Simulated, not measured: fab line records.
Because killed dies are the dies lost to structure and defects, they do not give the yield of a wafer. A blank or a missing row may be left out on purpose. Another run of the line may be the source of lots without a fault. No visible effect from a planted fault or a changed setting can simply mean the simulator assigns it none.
Code-filled problem report in 8D (eight disciplines) form ; flow gf180mcu ; the parts of the form that need people (team, actions taken, sign-off) are left out

== 1. THE ISSUE ==
Wafers without a fault read 42.4, standard deviation 0.86; faraday current uA at GF_HV_LDD_IMPLANT_34 reads a mean of 47.5 on 4 wafers belonging to 2 lots. That is +5.9 standard deviations from the usual mean.
The first sign was on wafer L787.4 at day 14 03:13, on implanter-03. Wafers with a number at this step in the record: 40, from 14 lots. Rule for "out", or "out of limits": more than 4 standard deviations from the usual mean. The other wafers with a number count as sound.

== 2. WHAT IT IS; WHAT IT IS NOT ==
question;is;is not
which readings at this step;faraday current uA, beam on s;-
which lots;L787, L789;L779, L780, L781, L782, L785, L788, L796, L797, L798, L799, L801, L802
which wafers of those lots;all that have a number;-
read on which tools;implanter-03;implanter-01, implanter-04
when;from day 14 03:13;"up to then (15 sound wafers); but 21 sound wafers of L788, L796, L797, L798, L799, L801, L802 came after"

== 3. THE SUSPECTS, EACH WITH WHAT RULES IT OUT ==
Counting: a tool stays on the suspect list if, at a process step up to the reading, it processed all lots that are out and no sound lot following the first of them.
- implanter-03 at GF_HV_LDD_IMPLANT_34: ruled out as a lasting fault. Following L787 (day 14 03:13), the first lot on it that is out, the sound lots L796, L802 were run on it.
Left after counting: nothing in the record.

== 4. THE CAUSE (what the simulator had put in) ==
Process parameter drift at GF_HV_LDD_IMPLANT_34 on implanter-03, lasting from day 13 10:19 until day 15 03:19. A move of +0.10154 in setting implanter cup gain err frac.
Counting ruled it out, wrongly.

== 5. SEQUENCE OF EFFECTS, ordered by route ==
One row per reading whose mean, taken over the struck wafers that have a number, lies over 3 standard deviations from the usual. Only readings for which the record gives a usual standard deviation are gone through. hours: the time from each lot's start at the first step in this table that gives one to its start at this step, as a median over the lots. sigmas: the change in usual standard deviations.
hours;step;reading;usual;on struck wafers;change;sigmas
0;GF_HV_LDD_IMPLANT_34;beam on s;9.98 s;8.89;-1.09;-5.2
0;GF_HV_LDD_IMPLANT_34;faraday current uA;42.4;47.5;+5.1;+5.9
The process steps in it:
- GF_HV_LDD_IMPLANT_34
Later measuring or inspecting steps at which every struck wafer that the step has a row for has a number for every such reading, and none has moved that far: GF_HV_LDD_CD_MEAS_46, GF_HV_LDD_OVL_MEAS_47.

== 6. HOW IT WOULD HAVE BEEN CAUGHT EARLIER ==
First out-of-limits reading in this record: day 14 03:13, which is 17 hours after fault onset at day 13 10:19.
